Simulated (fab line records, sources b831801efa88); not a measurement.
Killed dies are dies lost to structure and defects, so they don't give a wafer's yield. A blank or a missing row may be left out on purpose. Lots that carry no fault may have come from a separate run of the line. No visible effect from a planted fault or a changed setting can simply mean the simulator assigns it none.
Which of the tools did it? / flow gf180mcu / 24 lots, 72 wafers sampled, at 5 steps of a route of 602

## WHAT EACH GAUGE READ, for each wafer
GF_HV_LDD_TW_MEAS_38. Usual: HV_LDD_3_TW 1441, standard deviation 6.1.
lot=L074; measured=day 11 13:13; on=film-metro-03; HV_LDD_3_TW=1442 1439 1441; flag=
lot=L075; measured=day 11 19:18; on=film-metro-04; HV_LDD_3_TW=1448 1447 1448; flag=
lot=L076; measured=day 12 03:48; on=film-metro-02; HV_LDD_3_TW=1441 1447 1437; flag=
lot=L077; measured=day 12 08:54; on=film-metro-02; HV_LDD_3_TW=1445 1450 1439; flag=
lot=L078; measured=day 12 18:26; on=film-metro-03; HV_LDD_3_TW=1441 1435 1435; flag=
lot=L079; measured=day 13 08:12; on=film-metro-03; HV_LDD_3_TW=1417 1445 1431; flag=
lot=L080; measured=day 13 12:48; on=film-metro-02; HV_LDD_3_TW=1442 1437 1443; flag=
lot=L081; measured=day 13 22:15; on=film-metro-02; HV_LDD_3_TW=1451 1436 1439; flag=
lot=L082; measured=day 14 05:57; on=film-metro-03; HV_LDD_3_TW=1444 1442 1445; flag=
lot=L083; measured=day 14 10:40; on=film-metro-04; HV_LDD_3_TW=1445 1447 1443; flag=
lot=L084; measured=day 15 02:52; on=film-metro-04; HV_LDD_3_TW=1455 1438 1442; flag=
lot=L085; measured=day 15 06:40; on=film-metro-03; HV_LDD_3_TW=1442 1443 1446; flag=
lot=L086; measured=day 15 10:04; on=film-metro-03; HV_LDD_3_TW=1444 1447 1444; flag=
lot=L087; measured=day 15 17:51; on=film-metro-04; HV_LDD_3_TW=1443 1446 1441; flag=
lot=L088; measured=day 16 02:23; on=film-metro-03; HV_LDD_3_TW=1433 1436 1434; flag=
lot=L089; measured=day 16 10:25; on=film-metro-04; HV_LDD_3_TW=1449 1460 1445; flag=
lot=L090; measured=day 16 16:58; on=film-metro-03; HV_LDD_3_TW=1435 1439 1430; flag=
lot=L091; measured=day 16 22:38; on=film-metro-02; HV_LDD_3_TW=1443 1432 1433; flag=
lot=L092; measured=day 17 08:07; on=film-metro-04; HV_LDD_3_TW=1439 1437 1448; flag=
lot=L093; measured=day 17 20:16; on=film-metro-02; HV_LDD_3_TW=1437 1441 1438; flag=
lot=L094; measured=day 18 05:07; on=film-metro-02; HV_LDD_3_TW=1449 1446 1447; flag=
lot=L095; measured=day 18 11:19; on=film-metro-04; HV_LDD_3_TW=1442 1439 1439; flag=
lot=L096; measured=day 18 22:01; on=film-metro-04; HV_LDD_3_TW=1439 1439 1446; flag=
lot=L097; measured=day 19 00:50; on=film-metro-03; HV_LDD_3_TW=1437 1434 1441; flag=

GF_V2_THK_MEAS_25: measures by xrf. Usual: V2_W_THK 350 nm, standard deviation 7.9.
lot=L074; measured=day 20 05:28; on=film-metro-02; V2_W_THK (nm)=360 358 362; flag=
lot=L075; measured=day 20 13:30; on=film-metro-04; V2_W_THK (nm)=348 355 355; flag=
lot=L076; measured=day 20 23:14; on=film-metro-03; V2_W_THK (nm)=353 349 345; flag=
lot=L077; measured=day 21 05:34; on=film-metro-04; V2_W_THK (nm)=340 338 339; flag=
lot=L078; measured=day 21 19:02; on=film-metro-02; V2_W_THK (nm)=357 353 353; flag=
lot=L079; measured=day 22 10:16; on=film-metro-04; V2_W_THK (nm)=349 349 356; flag=
lot=L080; measured=day 22 17:34; on=film-metro-03; V2_W_THK (nm)=349 350 355; flag=
lot=L081; measured=day 23 02:16; on=film-metro-03; V2_W_THK (nm)=344 337 339; flag=
lot=L082; measured=day 23 11:26; on=film-metro-03; V2_W_THK (nm)=358 359 362; flag=
lot=L083; measured=day 23 15:23; on=film-metro-02; V2_W_THK (nm)=348 351 346; flag=
lot=L084; measured=day 24 09:56; on=film-metro-02; V2_W_THK (nm)=350 359 351; flag=
lot=L085; measured=day 24 13:02; on=film-metro-03; V2_W_THK (nm)=351 356 365; flag=
lot=L086; measured=day 24 16:28; on=film-metro-03; V2_W_THK (nm)=360 347 355; flag=
lot=L087; measured=day 24 22:50; on=film-metro-03; V2_W_THK (nm)=341 347 350; flag=
lot=L088; measured=day 25 07:09; on=film-metro-04; V2_W_THK (nm)=351 359 353; flag=
lot=L089; measured=day 25 16:38; on=film-metro-02; V2_W_THK (nm)=335 338 345; flag=
lot=L090; measured=day 25 19:26; on=film-metro-03; V2_W_THK (nm)=362 361 352; flag=
lot=L091; measured=day 26 01:53; on=film-metro-03; V2_W_THK (nm)=336 342 339; flag=
lot=L092; measured=day 26 12:01; on=film-metro-03; V2_W_THK (nm)=341 340 340; flag=
lot=L093; measured=day 26 22:02; on=film-metro-03; V2_W_THK (nm)=336 337 339; flag=
lot=L094; measured=day 27 05:04; on=film-metro-04; V2_W_THK (nm)=340 339 340; flag=
lot=L095; measured=day 27 13:02; on=film-metro-04; V2_W_THK (nm)=361 365 358; flag=
lot=L096; measured=day 27 21:56; on=film-metro-04; V2_W_THK (nm)=346 347 343; flag=
lot=L097; measured=day 27 22:35; on=film-metro-02; V2_W_THK (nm)=356 363 359; flag=

GF_V5_CD_MEAS_14 targets a cd of 260 nm. Usual: cd-nm at 260.3 nm, with a standard deviation of 1.6.
lot=L074; measured=day 27 03:55; on=cd-sem-02; cd-nm (nm)=258.8 257.5 256.5; flag=
lot=L075; measured=day 27 09:05; on=cd-sem-02; cd-nm (nm)=262.0 263.9 262.4; flag=
lot=L076; measured=day 27 16:52; on=cd-sem-02; cd-nm (nm)=263.0 262.9 261.1; flag=
lot=L077; measured=day 27 22:17; on=cd-sem-01; cd-nm (nm)=260.6 261.1 261.2; flag=
lot=L078; measured=day 28 10:20; on=cd-sem-02; cd-nm (nm)=261.5 261.8 261.9; flag=
lot=L079; measured=day 28 22:31; on=cd-sem-01; cd-nm (nm)=264.7 263.9 262.9; flag=
lot=L080; measured=day 29 06:04; on=cd-sem-01; cd-nm (nm)=260.6 260.6 259.5; flag=
lot=L081; measured=day 29 12:04; on=cd-sem-01; cd-nm (nm)=259.4 260.4 260.6; flag=
lot=L082; measured=day 29 20:33; on=cd-sem-02; cd-nm (nm)=258.7 259.4 260.5; flag=
lot=L083; measured=day 29 23:05; on=cd-sem-02; cd-nm (nm)=261.3 260.9 260.8; flag=
lot=L084; measured=day 30 15:18; on=cd-sem-02; cd-nm (nm)=259.6 259.2 260.4; flag=
lot=L085; measured=day 30 17:04; on=cd-sem-02; cd-nm (nm)=259.5 258.6 260.0; flag=
lot=L086; measured=day 30 20:55; on=cd-sem-01; cd-nm (nm)=259.6 259.2 259.5; flag=
lot=L087; measured=day 31 02:17; on=cd-sem-01; cd-nm (nm)=257.3 258.4 257.8; flag=
lot=L088; measured=day 31 06:10; on=cd-sem-02; cd-nm (nm)=261.9 261.1 261.8; flag=
lot=L089; measured=day 31 17:59; on=cd-sem-01; cd-nm (nm)=259.9 260.8 259.1; flag=
lot=L090; measured=day 31 18:26; on=cd-sem-01; cd-nm (nm)=258.9 259.6 259.7; flag=
lot=L091; measured=day 31 22:46; on=cd-sem-02; cd-nm (nm)=258.3 258.9 258.9; flag=
lot=L092; measured=day 32 07:35; on=cd-sem-02; cd-nm (nm)=259.9 260.3 260.4; flag=
lot=L093; measured=day 32 16:13; on=cd-sem-02; cd-nm (nm)=261.7 261.5 260.0; flag=
lot=L094; measured=day 32 19:31; on=cd-sem-01; cd-nm (nm)=260.1 260.8 260.9; flag=
lot=L095; measured=day 33 05:04; on=cd-sem-02; cd-nm (nm)=260.3 260.5 259.3; flag=
lot=L096; measured=day 33 10:08; on=cd-sem-01; cd-nm (nm)=260.2 258.3 260.3; flag=
lot=L097; measured=day 33 10:13; on=cd-sem-02; cd-nm (nm)=258.0 258.6 257.9; flag=

## EACH LOT AND THE TOOL THAT RAN IT (in order: tool; ch and the chambers of the sampled wafers; start)
lot=L074; GF_VT_IMPLANT_STRIP_09=plasma-asher-04 ch 0,1, day 5 15:52; GF_V4_CVD_02=pecvd-04 ch 0,1,2, day 23 09:23
lot=L075; GF_VT_IMPLANT_STRIP_09=plasma-asher-03 ch 0,1, day 5 21:14; GF_V4_CVD_02=pecvd-03 ch 0,1, day 23 16:08
lot=L076; GF_VT_IMPLANT_STRIP_09=plasma-asher-03 ch 1, day 6 03:20; GF_V4_CVD_02=pecvd-03 ch 0,1,2, day 24 01:09
lot=L077; GF_VT_IMPLANT_STRIP_09=plasma-asher-03 ch 0,1, day 6 08:23; GF_V4_CVD_02=pecvd-02 ch 0,2, day 24 06:39
lot=L078; GF_VT_IMPLANT_STRIP_09=plasma-asher-03 ch 0, day 6 14:44; GF_V4_CVD_02=pecvd-03 ch 0,1,2, day 24 20:07
lot=L079; GF_VT_IMPLANT_STRIP_09=plasma-asher-04 ch 0,1, day 7 00:38; GF_V4_CVD_02=pecvd-03 ch 0,1,2, day 25 09:50
lot=L080; GF_VT_IMPLANT_STRIP_09=plasma-asher-02 ch 0,1, day 7 03:20; GF_V4_CVD_02=pecvd-03 ch 0,2, day 25 17:12
lot=L081; GF_VT_IMPLANT_STRIP_09=plasma-asher-02 ch 0,1, day 7 10:38; GF_V4_CVD_02=pecvd-04 ch 0,1, day 26 01:11
lot=L082; GF_VT_IMPLANT_STRIP_09=plasma-asher-04 ch 0,1, day 7 18:11; GF_V4_CVD_02=pecvd-04 ch 0,1,2, day 26 10:08
lot=L083; GF_VT_IMPLANT_STRIP_09=plasma-asher-02 ch 0,1, day 7 22:41; GF_V4_CVD_02=pecvd-03 ch 0,2, day 26 12:10
lot=L084; GF_VT_IMPLANT_STRIP_09=plasma-asher-04 ch 0,1, day 8 10:46; GF_V4_CVD_02=pecvd-03 ch 1,2, day 27 05:56
lot=L085; GF_VT_IMPLANT_STRIP_09=plasma-asher-03 ch 0, day 8 12:01; GF_V4_CVD_02=pecvd-04 ch 0,2, day 27 09:00
lot=L086; GF_VT_IMPLANT_STRIP_09=plasma-asher-03 ch 0,1, day 8 17:19; GF_V4_CVD_02=pecvd-03 ch 0,2, day 27 12:29
lot=L087; GF_VT_IMPLANT_STRIP_09=plasma-asher-02 ch 0,1, day 8 22:44; GF_V4_CVD_02=pecvd-04 ch 0,1, day 27 17:28
lot=L088; GF_VT_IMPLANT_STRIP_09=plasma-asher-04 ch 0,1, day 9 03:59; GF_V4_CVD_02=pecvd-04 ch 0,2, day 28 01:16
lot=L089; GF_VT_IMPLANT_STRIP_09=plasma-asher-03 ch 0,1, day 9 11:32; GF_V4_CVD_02=pecvd-04 ch 0,1,2, day 28 10:47
lot=L090; GF_VT_IMPLANT_STRIP_09=plasma-asher-02 ch 0,1, day 9 16:46; GF_V4_CVD_02=pecvd-04 ch 0,2, day 28 13:09
lot=L091; GF_VT_IMPLANT_STRIP_09=plasma-asher-03 ch 0,1, day 9 22:44; GF_V4_CVD_02=pecvd-02 ch 0,1,2, day 28 19:00
lot=L092; GF_VT_IMPLANT_STRIP_09=plasma-asher-03 ch 0,1, day 10 04:26; GF_V4_CVD_02=pecvd-04 ch 1,2, day 29 04:47
lot=L093; GF_VT_IMPLANT_STRIP_09=plasma-asher-03 ch 0,1, day 10 12:43; GF_V4_CVD_02=pecvd-03 ch 0,1, day 29 13:42
lot=L094; GF_VT_IMPLANT_STRIP_09=plasma-asher-02 ch 0,1, day 10 20:02; GF_V4_CVD_02=pecvd-04 ch 0,1,2, day 29 19:37
lot=L095; GF_VT_IMPLANT_STRIP_09=plasma-asher-03 ch 0,1, day 11 03:17; GF_V4_CVD_02=pecvd-02 ch 0,1,2, day 30 04:18
lot=L096; GF_VT_IMPLANT_STRIP_09=plasma-asher-03 ch 0,1, day 11 08:13; GF_V4_CVD_02=pecvd-03 ch 0,1,2, day 30 10:19
lot=L097; GF_VT_IMPLANT_STRIP_09=plasma-asher-04 ch 0,1, day 11 13:34; GF_V4_CVD_02=pecvd-02 ch 0,1,2, day 30 10:34
- GF_VT_IMPLANT_STRIP_09: strips in O2/N2.
- GF_V4_CVD_02: deposits SiO2 from TEOS, target thk 850 nm, time 94.851 s.

## AS READ BY THE TOOLS THEMSELVES (means over the sampled wafers that have a number; for cases with no such wafer, the mark the record gives instead)
GF_VT_IMPLANT_STRIP_09. Usual: chamber-pressure-mTorr 1499.9 mTorr, standard deviation 1.3; drypump-motor-current-A 5.87 A, standard deviation 0.22; heater-power-w 330 W, standard deviation 13; oes-product-au 0.717 a.u., standard deviation 0.0044; platen-temp-c 250.02 C, standard deviation 0.18; strip-time-to-endpoint-s 12.62 s, standard deviation 0.042.
lot=L074; tool=plasma-asher-04; chamber-pressure-mTorr (mTorr)=1499.8; drypump-motor-current-A (A)=5.68; heater-power-w (W)=321; oes-product-au (a.u.)=0.720; platen-temp-c (C)=250.15; strip-time-to-endpoint-s (s)=12.59; flag=
lot=L075; tool=plasma-asher-03; chamber-pressure-mTorr (mTorr)=1500.7; drypump-motor-current-A (A)=5.96; heater-power-w (W)=329; oes-product-au (a.u.)=0.715; platen-temp-c (C)=250.00; strip-time-to-endpoint-s (s)=12.63; flag=
lot=L076; tool=plasma-asher-03; chamber-pressure-mTorr (mTorr)=1499.3; drypump-motor-current-A (A)=6.18; heater-power-w (W)=341; oes-product-au (a.u.)=0.718; platen-temp-c (C)=250.26; strip-time-to-endpoint-s (s)=12.61; flag=
lot=L077; tool=plasma-asher-03; chamber-pressure-mTorr (mTorr)=1499.9; drypump-motor-current-A (A)=6.08; heater-power-w (W)=332; oes-product-au (a.u.)=0.714; platen-temp-c (C)=249.96; strip-time-to-endpoint-s (s)=12.62; flag=
lot=L078; tool=plasma-asher-03; chamber-pressure-mTorr (mTorr)=1500.0; drypump-motor-current-A (A)=5.86; heater-power-w (W)=325; oes-product-au (a.u.)=0.717; platen-temp-c (C)=249.94; strip-time-to-endpoint-s (s)=12.58; flag=
lot=L079; tool=plasma-asher-04; chamber-pressure-mTorr (mTorr)=1499.3; drypump-motor-current-A (A)=5.67; heater-power-w (W)=322; oes-product-au (a.u.)=0.716; platen-temp-c (C)=250.37; strip-time-to-endpoint-s (s)=12.59; flag=
lot=L080; tool=plasma-asher-02; chamber-pressure-mTorr (mTorr)=1498.9; drypump-motor-current-A (A)=5.92; heater-power-w (W)=326; oes-product-au (a.u.)=0.714; platen-temp-c (C)=249.91; strip-time-to-endpoint-s (s)=12.63; flag=
lot=L081; tool=plasma-asher-02; chamber-pressure-mTorr (mTorr)=1501.3; drypump-motor-current-A (A)=5.74; heater-power-w (W)=339; oes-product-au (a.u.)=0.715; platen-temp-c (C)=250.11; strip-time-to-endpoint-s (s)=12.59; flag=
lot=L082; tool=plasma-asher-04; chamber-pressure-mTorr (mTorr)=1499.4; drypump-motor-current-A (A)=5.63; heater-power-w (W)=333; oes-product-au (a.u.)=0.718; platen-temp-c (C)=249.90; strip-time-to-endpoint-s (s)=12.65; flag=
lot=L083; tool=plasma-asher-02; chamber-pressure-mTorr (mTorr)=1500.0; drypump-motor-current-A (A)=5.92; heater-power-w (W)=325; oes-product-au (a.u.)=0.714; platen-temp-c (C)=250.14; strip-time-to-endpoint-s (s)=12.59; flag=
lot=L084; tool=plasma-asher-04; chamber-pressure-mTorr (mTorr)=1501.5; drypump-motor-current-A (A)=5.67; heater-power-w (W)=319; oes-product-au (a.u.)=0.716; platen-temp-c (C)=250.02; strip-time-to-endpoint-s (s)=12.67; flag=
lot=L085; tool=plasma-asher-03; chamber-pressure-mTorr (mTorr)=1501.4; drypump-motor-current-A (A)=5.84; heater-power-w (W)=330; oes-product-au (a.u.)=0.718; platen-temp-c (C)=250.11; strip-time-to-endpoint-s (s)=12.58; flag=
lot=L086; tool=plasma-asher-03; chamber-pressure-mTorr (mTorr)=1499.5; drypump-motor-current-A (A)=6.05; heater-power-w (W)=335; oes-product-au (a.u.)=0.720; platen-temp-c (C)=250.11; strip-time-to-endpoint-s (s)=12.62; flag=
lot=L087; tool=plasma-asher-02; chamber-pressure-mTorr (mTorr)=1500.9; drypump-motor-current-A (A)=5.91; heater-power-w (W)=324; oes-product-au (a.u.)=0.719; platen-temp-c (C)=249.98; strip-time-to-endpoint-s (s)=12.72; flag=
lot=L088; tool=plasma-asher-04; chamber-pressure-mTorr (mTorr)=1501.2; drypump-motor-current-A (A)=5.66; heater-power-w (W)=325; oes-product-au (a.u.)=0.718; platen-temp-c (C)=250.07; strip-time-to-endpoint-s (s)=12.64; flag=
lot=L089; tool=plasma-asher-03; chamber-pressure-mTorr (mTorr)=1499.9; drypump-motor-current-A (A)=6.05; heater-power-w (W)=334; oes-product-au (a.u.)=0.720; platen-temp-c (C)=250.03; strip-time-to-endpoint-s (s)=12.64; flag=
lot=L090; tool=plasma-asher-02; chamber-pressure-mTorr (mTorr)=1499.0; drypump-motor-current-A (A)=5.75; heater-power-w (W)=335; oes-product-au (a.u.)=0.721; platen-temp-c (C)=250.17; strip-time-to-endpoint-s (s)=12.61; flag=
lot=L091; tool=plasma-asher-03; chamber-pressure-mTorr (mTorr)=1499.2; drypump-motor-current-A (A)=5.96; heater-power-w (W)=330; oes-product-au (a.u.)=0.717; platen-temp-c (C)=249.92; strip-time-to-endpoint-s (s)=12.61; flag=
lot=L092; tool=plasma-asher-03; chamber-pressure-mTorr (mTorr)=1499.8; drypump-motor-current-A (A)=5.94; heater-power-w (W)=327; oes-product-au (a.u.)=0.714; platen-temp-c (C)=249.99; strip-time-to-endpoint-s (s)=12.62; flag=
lot=L093; tool=plasma-asher-03; chamber-pressure-mTorr (mTorr)=1500.1; drypump-motor-current-A (A)=6.04; heater-power-w (W)=335; oes-product-au (a.u.)=0.712; platen-temp-c (C)=250.00; strip-time-to-endpoint-s (s)=12.61; flag=
lot=L094; tool=plasma-asher-02; chamber-pressure-mTorr (mTorr)=1500.4; drypump-motor-current-A (A)=5.91; heater-power-w (W)=322; oes-product-au (a.u.)=0.716; platen-temp-c (C)=249.86; strip-time-to-endpoint-s (s)=12.56; flag=
lot=L095; tool=plasma-asher-03; chamber-pressure-mTorr (mTorr)=1499.7; drypump-motor-current-A (A)=5.92; heater-power-w (W)=326; oes-product-au (a.u.)=0.712; platen-temp-c (C)=250.01; strip-time-to-endpoint-s (s)=12.62; flag=
lot=L096; tool=plasma-asher-03; chamber-pressure-mTorr (mTorr)=1498.1; drypump-motor-current-A (A)=6.03; heater-power-w (W)=331; oes-product-au (a.u.)=0.717; platen-temp-c (C)=249.78; strip-time-to-endpoint-s (s)=12.56; flag=
lot=L097; tool=plasma-asher-04; chamber-pressure-mTorr (mTorr)=1500.8; drypump-motor-current-A (A)=5.63; heater-power-w (W)=336; oes-product-au (a.u.)=0.718; platen-temp-c (C)=249.97; strip-time-to-endpoint-s (s)=12.69; flag=

GF_V4_CVD_02. Usual: heater-power-w at 642 W, with a standard deviation of 100.
lot=L074; tool=pecvd-04; heater-power-w (W)=737; flag=
lot=L075; tool=pecvd-03; heater-power-w (W)=624; flag=
lot=L076; tool=pecvd-03; heater-power-w (W)=561; flag=
lot=L077; tool=pecvd-02; heater-power-w (W)=623; flag=
lot=L078; tool=pecvd-03; heater-power-w (W)=587; flag=
lot=L079; tool=pecvd-03; heater-power-w (W)=561; flag=
lot=L080; tool=pecvd-03; heater-power-w (W)=565; flag=
lot=L081; tool=pecvd-04; heater-power-w (W)=736; flag=
lot=L082; tool=pecvd-04; heater-power-w (W)=682; flag=
lot=L083; tool=pecvd-03; heater-power-w (W)=579; flag=
lot=L084; tool=pecvd-03; heater-power-w (W)=573; flag=
lot=L085; tool=pecvd-04; heater-power-w (W)=762; flag=
lot=L086; tool=pecvd-03; heater-power-w (W)=545; flag=
lot=L087; tool=pecvd-04; heater-power-w (W)=703; flag=
lot=L088; tool=pecvd-04; heater-power-w (W)=816; flag=
lot=L089; tool=pecvd-04; heater-power-w (W)=722; flag=
lot=L090; tool=pecvd-04; heater-power-w (W)=787; flag=
lot=L091; tool=pecvd-02; heater-power-w (W)=649; flag=
lot=L092; tool=pecvd-04; heater-power-w (W)=686; flag=
lot=L093; tool=pecvd-03; heater-power-w (W)=520; flag=
lot=L094; tool=pecvd-04; heater-power-w (W)=679; flag=
lot=L095; tool=pecvd-02; heater-power-w (W)=649; flag=
lot=L096; tool=pecvd-03; heater-power-w (W)=595; flag=
lot=L097; tool=pecvd-02; heater-power-w (W)=658; flag=

## THE ANSWER, worked out from the rows above alone
Rule: lot off if the mean of its wafers having a number is beyond 3 standard deviations from the usual mean. Also off: a lot with no number at a reading for which 4 or more lots have one. All remaining lots with rows at the step are treated as sound. The gauges are gone through in route order, then the tools' own readings, and for those a lot's mean is taken as printed above. At the first step where some lot is off, the reading lying furthest off is the one used; lots without a number count as furthest.
No lot is off at any reading shown: from this, nothing can be told.

## WHAT THE SIMULATOR HAD PUT IN
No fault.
